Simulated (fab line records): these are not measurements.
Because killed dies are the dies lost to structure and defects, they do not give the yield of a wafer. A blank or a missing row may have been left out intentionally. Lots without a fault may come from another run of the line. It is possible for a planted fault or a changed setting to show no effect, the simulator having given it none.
A lot that was struck, set against a sound lot | flow sky130 | 31 out of 708 route steps
Sound: the wafers L548.3, L548.4, L548.5. Struck: wafer L558.5. (L558.1, L558.2 of the same lot were not struck and are left out.) The cause comes at the end.
Each step with rows lists, per side, the tool, then ch with its chambers, then its first start. Under that, the readings that differ: sound wafers | struck wafers | difference of the means | sigmas: that difference in standard deviations of wafers without a fault.
alike: words and numbers the same on both sides, and readings whose means are apart by under 2 such deviations; not compared: readings that were withheld, readings missing a value for some wafer, numbers with overlapping values and no deviation given by the record, and bounds like >300 which may hide the same value.
Wherever a step has rows on one side only, a row that says differs or no value, or a row with sigmas, the two part there. When numbers do not overlap yet have no deviation, they are printed without sigmas and do not part them. A reading missing from all wafers of one side parts the sides only when that side holds two or more wafers.

SKY_CAPM_THK_MEAS_01:
  sound on film-metro-01, day 37 18:30; struck on film-metro-01, day 40 14:23
  reading              | sound             | struck | difference | sigmas
  CAPM_CVD_00_THK (nm) | 15.30 15.62 15.54 | 15.89  | +0.40      | +2
SKY_CAPM_SPUTTER_02: material TiN, target thk 200 nm, time 166.7 s.
  sound on pvd-sputter-01, day 37 18:32; struck on pvd-sputter-03, day 40 14:27
  alike: throttle-valve-pct
SKY_CAPM_RS_MEAS_03: measurement is done with a four-point probe.
  sound on film-metro-04, day 37 18:41; struck on film-metro-03, day 40 14:34
  alike: CAPM_TIN_RS
SKY_CAPM_THK_MEAS_04: measures by xrf.
  sound on film-metro-04, day 37 18:47; struck on film-metro-03, day 40 14:41
  reading           | sound       | struck | difference | sigmas
  CAPM_TIN_THK (nm) | 203 203 201 | 196    | -6         | -2
then, 7 steps without rows for these wafers: SKY_CAPM_DEHYDRATE_05 (time 60 s); SKY_CAPM_HMDS_06 (prime time 60 s); SKY_CAPM_COAT_07 (resist thk 1140 nm); SKY_CAPM_SOFTBAKE_08 (time 60 s); SKY_CAPM_EXPOSE_09 (exposes mask CAPM, target cd 1000 nm); SKY_CAPM_PEB_10; SKY_CAPM_DEVELOP_11 (develop time 60 s).
SKY_CAPM_OVL_MEAS_12:
  sound on overlay-01, day 38 20:19; struck on overlay-01, day 41 13:26
  alike: CAPM_OVL
SKY_CAPM_METAL_ETCH_13: etches TiN in Cl2/BCl3, stops on SiO2, target depth 220 nm, time 62.9 s.
  sound on rie-metal-03 ch 0,1, day 38 20:22; struck on rie-metal-03 ch 0, day 41 13:29
  reading                               | sound            | struck | difference | sigmas
  run-length-s (s)                      | 90.5 90.6 90.6   | 93.6   | +3.0       | +7
  model.SiO2_of_CAPM_CVD_00.thk-nm (nm) | 15.3 15.64 15.55 | 15.1   | -0.4       |
  alike: drypump-motor-current-A, oes-product-au, throttle-valve-pct
  not compared: rf-hours-counter-h
SKY_CAPM_STRIP_14: strips in O2/N2.
  sound on plasma-asher-01 ch 0,1, day 38 20:26; struck on plasma-asher-02 ch 1, day 41 13:34
  alike: drypump-motor-current-A, oes-product-au, strip-time-to-endpoint-s
  not compared: rf-hours-counter-h
then, 11 steps without rows for these wafers: SKY_CAPM_STRIP_15 (strips in post etch residue remover, time 1200 s); SKY_CAPM_CLEAN_16 (cleans in IPA, time 180 s); SKY_CAPM_CLEAN_17 (cleans in O3/DIW); SKY_METAL3_DEHYDRATE_05 (time 60 s); SKY_METAL3_HMDS_06 (prime time 60 s); SKY_METAL3_COAT_07 (resist thk 60 nm); SKY_METAL3_COAT_08 (resist thk 1140 nm); SKY_METAL3_SOFTBAKE_09 (time 90 s); SKY_METAL3_EXPOSE_10 (exposes mask MM3, target cd 300 nm); SKY_METAL3_PEB_11; SKY_METAL3_DEVELOP_12 (develop time 60 s).
SKY_METAL3_CD_MEAS_13: target cd 300 nm.
  sound on cd-sem-01, day 39 22:32; struck on cd-sem-02, day 42 14:20
  reading    | sound             | struck | difference | sigmas
  cd-nm (nm) | 299.7 299.2 299.5 | 295.6  | -3.9       | -3
SKY_METAL3_OVL_MEAS_14:
  sound on overlay-01, day 39 22:37; struck on overlay-01, day 42 14:28
  alike: METAL3_OVL
SKY_METAL3_DESCUM_15: chemistry O2, time 8 s.
  sound on rie-metal-02 ch 1, day 39 22:40; struck on rie-metal-01 ch 1, day 42 14:30
  alike: drypump-motor-current-A, oes-product-au
  not compared: rf-hours-counter-h
SKY_METAL3_ETCH_16: etches BARC in N2/H2, stops on SiO2, time 88.2 s, target depth 60 nm.
  sound on rie-metal-02 ch 1, day 39 22:47; struck on rie-metal-01 ch 1, day 42 14:32
  alike: drypump-motor-current-A, oes-product-au, run-length-s, throttle-valve-pct
  not compared: rf-hours-counter-h
SKY_METAL3_ETCH_17: etches SiO2 in C4F8/O2/Ar, stops on TiN, time 3.9 s, target depth 15 nm.
  sound on rie-diel-04 ch 0,2,3, day 39 22:55; struck on rie-diel-04 ch 1, day 42 14:38
  reading                  | sound             | struck | difference | sigmas
  oes-product-au (a.u.)    | 0.748 0.760 0.758 | 0.740  | -0.015     | -2
  model.etch.depth-nm (nm) | 15.3 15.64 15.55  | 15.1   | -0.4       |
  not compared: rf-hours-counter-h
SKY_METAL3_METAL_ETCH_18: etches the open film in Cl2/BCl3, stops on SiO2, target depth 845 nm, time 183.1 s.
  sound on rie-metal-03 ch 0, day 39 23:03; struck on rie-metal-02 ch 1, day 42 14:39
  reading          | sound             | struck | difference | sigmas
  run-length-s (s) | 210.7 211.0 211.0 | 211.8  | +0.9       | +2
  alike: drypump-motor-current-A, oes-product-au, throttle-valve-pct
  not compared: rf-hours-counter-h

== WHERE THEY PART ==
Last at SKY_METAL3_METAL_ETCH_18 as far as this record goes, first at SKY_CAPM_THK_MEAS_01.

WHY: the cause the simulator had injected
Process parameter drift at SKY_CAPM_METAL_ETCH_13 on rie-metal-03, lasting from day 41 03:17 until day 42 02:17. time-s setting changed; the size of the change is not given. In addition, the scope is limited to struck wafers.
